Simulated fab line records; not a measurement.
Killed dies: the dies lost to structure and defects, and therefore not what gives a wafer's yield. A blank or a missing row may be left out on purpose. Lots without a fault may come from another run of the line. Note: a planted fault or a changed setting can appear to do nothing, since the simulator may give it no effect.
Which tool did it? :: flow gf180mcu :: 12 lots with 36 wafers sampled at 5 steps, on a route of 602 steps

== WHAT THE GAUGES READ, wafer by wafer ==
GF_V1_THK_MEAS_03. Usual: for V1_CVD_02_THK the level is 853 nm and the standard deviation is 12.
lot: L210
measured: day 17 20:49
on: film metro-03
V1_CVD_02_THK (nm): 865 862 879
flag: 

lot: L211
measured: day 18 08:56
on: film metro-01
V1_CVD_02_THK (nm): 841 843 850
flag: 

lot: L212
measured: day 18 09:41
on: film metro-01
V1_CVD_02_THK (nm): 854 875 868
flag: 

lot: L213
measured: day 18 21:12
on: film metro-01
V1_CVD_02_THK (nm): 838 851 857
flag: 

lot: L214
measured: day 19 13:26
on: film metro-02
V1_CVD_02_THK (nm): 826 842 845
flag: 

lot: L215
measured: day 19 23:10
on: film metro-01
V1_CVD_02_THK (nm): 865 856 880
flag: 

lot: L216
measured: day 20 04:28
on: film metro-01
V1_CVD_02_THK (nm): 839 845 852
flag: 

lot: L218
measured: day 20 19:08
on: film metro-01
V1_CVD_02_THK (nm): 848 861 866
flag: 

lot: L219
measured: day 21 04:27
on: film metro-03
V1_CVD_02_THK (nm): 855 876 856
flag: 

lot: L221
measured: day 21 17:21
on: film metro-03
V1_CVD_02_THK (nm): 851 853 852
flag: 

lot: L228
measured: day 24 05:31
on: film metro-02
V1_CVD_02_THK (nm): 436 868 860 437 869 860
flag: OFF

lot: L230
measured: day 24 21:29
on: film metro-01
V1_CVD_02_THK (nm): 423 416 427 423 416 427
flag: OFF

== EACH LOT AND THE TOOL THAT RAN IT (in order: tool; ch and the chambers of the sampled wafers; start) ==
lot: L210
GF_CONTACT_SPUTTER_23: pvd sputter-02, day 16 19:59
GF_M1_SPUTTER_03: pvd sputter-03, day 16 20:46
GF_M1_METAL_ETCH_16: rie metal-02 ch 0,1, day 17 19:59
GF_V1_CVD_02: pecvd-03 ch 1,2, day 17 20:44

lot: L211
GF_CONTACT_SPUTTER_23: pvd sputter-03, day 17 07:34
GF_M1_SPUTTER_03: pvd sputter-01, day 17 08:21
GF_M1_METAL_ETCH_16: rie metal-04 ch 0,1, day 18 08:02
GF_V1_CVD_02: pecvd-02 ch 0,1, day 18 08:52

lot: L212
GF_CONTACT_SPUTTER_23: pvd sputter-02, day 17 08:12
GF_M1_SPUTTER_03: pvd sputter-04, day 17 09:05
GF_M1_METAL_ETCH_16: rie metal-03 ch 0, day 18 08:44
GF_V1_CVD_02: pecvd-03 ch 0,1,2, day 18 09:36

lot: L213
GF_CONTACT_SPUTTER_23: pvd sputter-03, day 17 18:50
GF_M1_SPUTTER_03: pvd sputter-03, day 17 20:05
GF_M1_METAL_ETCH_16: rie metal-02 ch 1, day 18 20:20
GF_V1_CVD_02: pecvd-01 ch 0,2, day 18 21:07

lot: L214
GF_CONTACT_SPUTTER_23: pvd sputter-03, day 18 10:52
GF_M1_SPUTTER_03: pvd sputter-01, day 18 11:52
GF_M1_METAL_ETCH_16: rie metal-03 ch 0,1, day 19 12:33
GF_V1_CVD_02: pecvd-01 ch 0,2, day 19 13:22

lot: L215
GF_CONTACT_SPUTTER_23: pvd sputter-03, day 18 20:10
GF_M1_SPUTTER_03: pvd sputter-03, day 18 20:56
GF_M1_METAL_ETCH_16: rie metal-02 ch 1, day 19 22:14
GF_V1_CVD_02: pecvd-03 ch 0,1,2, day 19 23:05

lot: L216
GF_CONTACT_SPUTTER_23: pvd sputter-01, day 19 01:53
GF_M1_SPUTTER_03: pvd sputter-01, day 19 02:40
GF_M1_METAL_ETCH_16: rie metal-04 ch 0,1, day 20 03:32
GF_V1_CVD_02: pecvd-01 ch 0,2, day 20 04:22

lot: L218
GF_CONTACT_SPUTTER_23: pvd sputter-01, day 19 16:10
GF_M1_SPUTTER_03: pvd sputter-03, day 19 16:56
GF_M1_METAL_ETCH_16: rie metal-02 ch 0,1, day 20 18:12
GF_V1_CVD_02: pecvd-03 ch 0,1, day 20 19:04

lot: L219
GF_CONTACT_SPUTTER_23: pvd sputter-01, day 20 01:40
GF_M1_SPUTTER_03: pvd sputter-03, day 20 02:27
GF_M1_METAL_ETCH_16: rie metal-02 ch 0,1, day 21 03:37
GF_V1_CVD_02: pecvd-02 ch 1,2, day 21 04:23

lot: L221
GF_CONTACT_SPUTTER_23: pvd sputter-03, day 20 15:22
GF_M1_SPUTTER_03: pvd sputter-01, day 20 16:08
GF_M1_METAL_ETCH_16: rie metal-02 ch 0,1, day 21 16:30
GF_V1_CVD_02: pecvd-03 ch 0,1,2, day 21 17:17

lot: L228
GF_CONTACT_SPUTTER_23: pvd sputter-03, day 23 04:34
GF_M1_SPUTTER_03: pvd sputter-01, day 23 05:21
GF_M1_METAL_ETCH_16: rie metal-02 ch 0, day 24 04:35
GF_V1_CVD_02: pecvd-03 ch 0,1,2, day 24 05:26

lot: L230
GF_CONTACT_SPUTTER_23: pvd sputter-01, day 23 20:53
GF_M1_SPUTTER_03: pvd sputter-04, day 23 21:40
GF_M1_METAL_ETCH_16: rie metal-03 ch 0,1, day 24 20:39
GF_V1_CVD_02: pecvd-03 ch 0,1,2, day 24 21:26
- GF_CONTACT_SPUTTER_23: material TiN, target thk 10 nm, time 40 s.
- GF_M1_SPUTTER_03: material Ti, target thk 10 nm, time 6.7 s.
- GF_M1_METAL_ETCH_16: etches the open film in Cl2/BCl3, stops on SiO2, target depth 627.5 nm, time 104.6 s.
- GF_V1_CVD_02: deposits SiO2 from TEOS, target thk 850 nm, time 94.851 s.

== AS READ BY THE TOOLS THEMSELVES (means over the sampled wafers that have a number; for cases with no such wafer, the mark the record gives instead) ==
GF_CONTACT_SPUTTER_23. Usual: 30.2 % for throttle valve pct, sd 1.1.
lot: L210
tool: pvd sputter-02
throttle valve pct (%): 30.5
flag: 

lot: L211
tool: pvd sputter-03
throttle valve pct (%): 29.0
flag: 

lot: L212
tool: pvd sputter-02
throttle valve pct (%): 30.6
flag: 

lot: L213
tool: pvd sputter-03
throttle valve pct (%): 29.1
flag: 

lot: L214
tool: pvd sputter-03
throttle valve pct (%): 29.0
flag: 

lot: L215
tool: pvd sputter-03
throttle valve pct (%): 28.8
flag: 

lot: L216
tool: pvd sputter-01
throttle valve pct (%): 30.9
flag: 

lot: L218
tool: pvd sputter-01
throttle valve pct (%): 31.5
flag: 

lot: L219
tool: pvd sputter-01
throttle valve pct (%): 31.0
flag: 

lot: L221
tool: pvd sputter-03
throttle valve pct (%): 28.9
flag: 

lot: L228
tool: pvd sputter-03
throttle valve pct (%): 28.7
flag: 

lot: L230
tool: pvd sputter-01
throttle valve pct (%): 30.8
flag: 

GF_M1_SPUTTER_03. Usual: 29.7 % for throttle valve pct, sd 1.1.
lot: L210
tool: pvd sputter-03
throttle valve pct (%): 29.1
flag: 

lot: L211
tool: pvd sputter-01
throttle valve pct (%): 31.4
flag: 

lot: L212
tool: pvd sputter-04
throttle valve pct (%): 29.8
flag: 

lot: L213
tool: pvd sputter-03
throttle valve pct (%): 29.0
flag: 

lot: L214
tool: pvd sputter-01
throttle valve pct (%): 30.5
flag: 

lot: L215
tool: pvd sputter-03
throttle valve pct (%): 29.0
flag: 

lot: L216
tool: pvd sputter-01
throttle valve pct (%): 30.8
flag: 

lot: L218
tool: pvd sputter-03
throttle valve pct (%): 29.1
flag: 

lot: L219
tool: pvd sputter-03
throttle valve pct (%): 28.9
flag: 

lot: L221
tool: pvd sputter-01
throttle valve pct (%): 30.7
flag: 

lot: L228
tool: pvd sputter-01
throttle valve pct (%): 31.3
flag: 

lot: L230
tool: pvd sputter-04
throttle valve pct (%): 30.1
flag: 

GF_M1_METAL_ETCH_16. Usual: drypump motor current A 5.88 A, standard deviation 0.23; oes product au 0.972 a.u., standard deviation 0.0072; throttle valve pct 28.249 %, standard deviation 0.012.
lot: L210
tool: rie metal-02
drypump motor current A (A): 5.87
oes product au (a.u.): 0.970
throttle valve pct (%): 28.257
flag: 

lot: L211
tool: rie metal-04
drypump motor current A (A): 5.74
oes product au (a.u.): 0.975
throttle valve pct (%): 28.251
flag: 

lot: L212
tool: rie metal-03
drypump motor current A (A): 6.37
oes product au (a.u.): 0.968
throttle valve pct (%): 28.259
flag: 

lot: L213
tool: rie metal-02
drypump motor current A (A): 5.89
oes product au (a.u.): 0.981
throttle valve pct (%): 28.244
flag: 

lot: L214
tool: rie metal-03
drypump motor current A (A): 6.08
oes product au (a.u.): 0.966
throttle valve pct (%): 28.263
flag: 

lot: L215
tool: rie metal-02
drypump motor current A (A): 5.89
oes product au (a.u.): 0.974
throttle valve pct (%): 28.242
flag: 

lot: L216
tool: rie metal-04
drypump motor current A (A): 5.84
oes product au (a.u.): 0.970
throttle valve pct (%): 28.263
flag: 

lot: L218
tool: rie metal-02
drypump motor current A (A): 5.84
oes product au (a.u.): 0.970
throttle valve pct (%): 28.240
flag: 

lot: L219
tool: rie metal-02
drypump motor current A (A): 5.86
oes product au (a.u.): 0.975
throttle valve pct (%): 28.248
flag: 

lot: L221
tool: rie metal-02
drypump motor current A (A): 5.86
oes product au (a.u.): 0.969
throttle valve pct (%): 28.255
flag: 

lot: L228
tool: rie metal-02
drypump motor current A (A): 5.81
oes product au (a.u.): 0.978
throttle valve pct (%): 28.234
flag: 

lot: L230
tool: rie metal-03
drypump motor current A (A): 5.81
oes product au (a.u.): 0.966
throttle valve pct (%): 28.266
flag: 

GF_V1_CVD_02. Usual: heater power outer w 385 W, standard deviation 68; heater power w 670 W, standard deviation 94.
lot: L210
tool: pecvd-03
heater power outer w (W): 366
heater power w (W): 629
flag: 

lot: L211
tool: pecvd-02
heater power outer w (W): 339
heater power w (W): 605
flag: 

lot: L212
tool: pecvd-03
heater power outer w (W): 395
heater power w (W): 694
flag: 

lot: L213
tool: pecvd-01
heater power outer w (W): 464
heater power w (W): 763
flag: 

lot: L214
tool: pecvd-01
heater power outer w (W): 428
heater power w (W): 702
flag: 

lot: L215
tool: pecvd-03
heater power outer w (W): 404
heater power w (W): 705
flag: 

lot: L216
tool: pecvd-01
heater power outer w (W): 465
heater power w (W): 758
flag: 

lot: L218
tool: pecvd-03
heater power outer w (W): 382
heater power w (W): 680
flag: 

lot: L219
tool: pecvd-02
heater power outer w (W): 331
heater power w (W): 591
flag: 

lot: L221
tool: pecvd-03
heater power outer w (W): 375
heater power w (W): 663
flag: 

lot: L228
tool: pecvd-03
heater power outer w (W): 435
heater power w (W): 749
flag: 

lot: L230
tool: pecvd-03
heater power outer w (W): 413
heater power w (W): 729
flag: 

== THE ANSWER, worked out from the rows above alone ==
Rule: a lot is off if the mean of its wafers that have a number lies more than 3 standard deviations from the usual mean. A lot without any number at a reading at which 4 lots or more have one is off too. All remaining lots with rows at the step are treated as sound. First the gauges in route order, then the tools' own readings, where a lot's mean is used as printed above. The first step at which some lot is off is used, and at that step the reading that is off furthest; a lot without a number counts as furthest.
Off: L228, L230, seen at GF_V1_THK_MEAS_03 (V1_CVD_02_THK).
If a tool, at a process step before that reading, ran all the lots that are off and no sound lot after the first of them, it fits. The gauges at GF_V1_THK_MEAS_03 are tried like those tools. One fits: GF_V1_CVD_02 on pecvd-03. Its last sound lot is L221 (day 21 17:17), its first lot that is off L228 (day 24 05:26): a fault that began between those two fits.

== WHAT THE SIMULATOR HAD PUT IN ==
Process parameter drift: pecvd-03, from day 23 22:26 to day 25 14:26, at GF_V1_CVD_02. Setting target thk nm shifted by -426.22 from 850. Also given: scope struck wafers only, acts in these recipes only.
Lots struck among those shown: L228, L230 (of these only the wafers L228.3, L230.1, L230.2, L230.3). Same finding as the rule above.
